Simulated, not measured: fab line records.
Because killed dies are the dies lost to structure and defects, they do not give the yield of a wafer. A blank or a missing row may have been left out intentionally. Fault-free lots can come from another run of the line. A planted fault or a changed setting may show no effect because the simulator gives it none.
8D (eight disciplines) problem report, filled in by code	flow sky130	the parts of the form that need people (team, actions taken, sign-off) are left out

1. WHAT IS WRONG
Mean VT_ADJUST_HVTP_OVL at SKY_VT_ADJUST_HVTP_OVL_MEAS_08: -133.2 nm over 12 wafers in 4 lots; fault-free wafers: 0.6 nm, standard deviation 1.3. That is -99 or more standard deviations from the usual mean.
First observed at day 7 04:04: wafer L265.1, on overlay-02. At this step, 42 wafers from 14 lots have a number in the record. Rule for "out", or "out of limits": more than 4 standard deviations from the usual mean. Any other wafer with a number is counted as sound.

2. WHAT THIS IS AND IS NOT
question	is	is not
which readings at this step	VT_ADJUST_HVTP_OVL	-
which lots	L265, L267, L269, L270	L261, L262, L263, L264, L275, L277, L278, L279, L281, L282
which wafers of those lots	all that have a number	-
read on which gauges	overlay-01, overlay-02	-
when	from day 7 04:04	up to then (12 sound wafers); but 18 sound wafers of L275, L277, L278, L279, L281, L282 came after

3. THE SUSPECTS, EACH WITH WHAT RULES IT OUT
Counting: any tool at a process step up to the reading is kept as a suspect provided that every lot that is out went through it and no sound lot did after the first of them.
- the gauge at SKY_VT_ADJUST_HVTP_OVL_MEAS_08 has been ruled out. Those wafers that are out were read across 2 gauges (overlay-01, overlay-02).
- iline_stepper-01 at SKY_VT_ADJUST_HVTP_EXPOSE_04 (exposes mask HVTPM, target cd 380 nm): kept. All lots that are out passed through it, beginning with L265 at day 6 18:37, and no sound lot followed; its final sound lot before that point was L264 at day 6 09:55.
Left after counting: iline_stepper-01 at SKY_VT_ADJUST_HVTP_EXPOSE_04.

4. THE CAUSE (what the simulator had put in)
Scanner matching overlay: iline_stepper-01, from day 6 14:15 on, at SKY_VT_ADJUST_HVTP_EXPOSE_04. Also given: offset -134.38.
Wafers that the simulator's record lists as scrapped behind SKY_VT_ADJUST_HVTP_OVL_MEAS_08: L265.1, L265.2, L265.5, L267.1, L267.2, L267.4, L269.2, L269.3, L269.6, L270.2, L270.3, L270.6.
The count eliminated every tool but this one.

5. THE CHAIN OF EFFECTS, in route order
Each row: a reading whose mean over the struck wafers that have a number lies more than 3 standard deviations from the usual. Readings are gone through only where the record gives a usual standard deviation; hours: the median, over the lots, of the time from a lot's start at the first step in this table giving one to that lot's start at this step; sigmas: the change measured in usual standard deviations.
hours	step	reading	usual	on struck wafers	change	sigmas
0	SKY_VT_ADJUST_HVTP_OVL_MEAS_08	VT_ADJUST_HVTP_OVL	0.6 nm	-133.2	-133.8	-99 or more

6. HOW IT WOULD HAVE BEEN CAUGHT EARLIER
The first out-of-limits reading at a measuring or inspecting step in this record came at day 7 04:04, 14 hours after the fault's start at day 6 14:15.
No tool reading at SKY_VT_ADJUST_HVTP_EXPOSE_04 that has a usual standard deviation in the record was out on any struck wafer, so an alarm limit of 4 standard deviations on those readings would not have fired.
Lots out: 4; of these, L269, L270 started SKY_VT_ADJUST_HVTP_EXPOSE_04 on iline_stepper-01 after day 7 04:04. A hold on the tool at that time would have spared those 2.
